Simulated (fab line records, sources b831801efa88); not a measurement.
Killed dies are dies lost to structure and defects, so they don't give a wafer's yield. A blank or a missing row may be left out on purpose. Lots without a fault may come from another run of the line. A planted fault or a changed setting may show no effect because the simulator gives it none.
A struck lot beside a sound one | flow gf180mcu | 14 steps out of a route of 602
Sound: wafers L690.1, L690.2, L690.3. Struck: wafers L685.2, L685.5, L685.6. The cause comes at the end.
At each step with rows: each side's tool, then ch and its chambers, then its first start. Under that, the readings that differ: sound wafers | struck wafers | difference of the means | sigmas: that difference in standard deviations of wafers without a fault.
alike: readings whose means differ by less than 2 such deviations, and words and numbers that are the same on both sides. not compared: withheld readings, readings that some wafer has no value for, bounds like >300 that may hide the same value, and numbers for which the record gives no deviation and whose values overlap.
The two part at a step that has a row with sigmas, a row that says differs or no value, or rows on one side only. Numbers that don't overlap but have no deviation are shown without sigmas and don't part them. A reading that every wafer of one side lacks parts them only if that side has two wafers or more.

first, 1 step without rows for these wafers: GF_M5_DEVELOP_06 (develop time 60 s).
GF_M5_CD_MEAS_07: target cd 280 nm.
  sound on cd_sem-01, day 30 01:12; struck on cd_sem-01, day 28 12:05
  alike: cd_nm
GF_M5_OVL_MEAS_08:
  sound on overlay-02, day 30 01:19; struck on overlay-01, day 28 12:11
  alike: M5_OVL
GF_M5_ETCH_09: etches Si3N4 in CF4/O2, target depth 52 nm, time 11.6 s.
  sound on rie_diel-01 ch 0,2,3, day 30 01:22; struck on rie_diel-02 ch 0,2, day 28 12:13
  alike: drypump_motor_current_A, oes_product_au, throttle_valve_pct
  not compared: rf_hours_counter_h
GF_M5_METAL_ETCH_10: etches the open film in Cl2/BCl3, stops on SiO2, target depth 750.8 nm, time 125.1 s.
  sound on rie_metal-03 ch 0,1, day 30 01:23; struck on rie_metal-02 ch 0,1, day 28 12:15
  alike: drypump_motor_current_A, oes_product_au, throttle_valve_pct
  not compared: rf_hours_counter_h
GF_M5_STRIP_11: strips in O2/N2.
  sound on plasma_asher-03 ch 0,1, day 30 01:31; struck on plasma_asher-04 ch 0,1, day 28 12:23
  alike: drypump_motor_current_A, heater_power_w, oes_product_au, strip_time_to_endpoint_s
  not compared: rf_hours_counter_h
then, 3 steps without rows for these wafers: GF_M5_STRIP_12 (strips in post etch residue remover, time 1200 s); GF_M5_CLEAN_13 (cleans in DIW); GF_V5_CVD_00 (deposits SiO2, target thk 300 nm, time 50 s).
GF_V5_THK_MEAS_01:
  sound on film_metro-04, day 30 02:05; struck on film_metro-02, day 28 12:58
  alike: V5_CVD_00_THK
GF_V5_CVD_02: deposits SiO2 from TEOS, target thk 1450 nm, time 163.28 s.
  sound on pecvd-03 ch 0,1,2, day 30 02:09; struck on pecvd-04 ch 0,2, day 28 13:01
  alike: heater_power_w
  not compared: since_wet_clean_h
GF_V5_THK_MEAS_03:
  sound on film_metro-01, day 30 02:15; struck on film_metro-01, day 28 13:08
  alike: V5_CVD_02_THK
GF_V5_CMP_04: polishes SiO2.
  sound on cmp-02 ch 0,1,3, day 30 02:22; struck on cmp-02 ch 0,2,3, day 28 13:17
  no value came back on the struck wafers for edge_zone_pressure_frac, head_pressure_psi (psi), motor_current_A (A), slurry_filter_dp_kPa (kPa); on the sound wafers edge_zone_pressure_frac reads 0.994 1.002 1.003
  reading                             | sound             | struck         | difference | sigmas
  model.SiO2_of_V5_CVD_02.thk_nm (nm) | 855.7 855.9 854.4 | 1407 1441 1439 | +574       |
GF_V5_BOW_MEAS_05:
  sound on film_metro-01, day 30 02:37; struck on film_metro-04, day 28 13:47
  reading     | sound       | struck | difference                    | sigmas
  V5_BOW (um) | 157 142 147 | - - -  | no value on the struck wafers |
  not compared: hold

WHERE THEY PART
First at GF_V5_CMP_04; last, within this record, at GF_V5_BOW_MEAS_05.

WHY: what the simulator had put in
Skipped step whole: cmp-02, from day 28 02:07 on, at GF_V5_CMP_04. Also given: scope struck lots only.
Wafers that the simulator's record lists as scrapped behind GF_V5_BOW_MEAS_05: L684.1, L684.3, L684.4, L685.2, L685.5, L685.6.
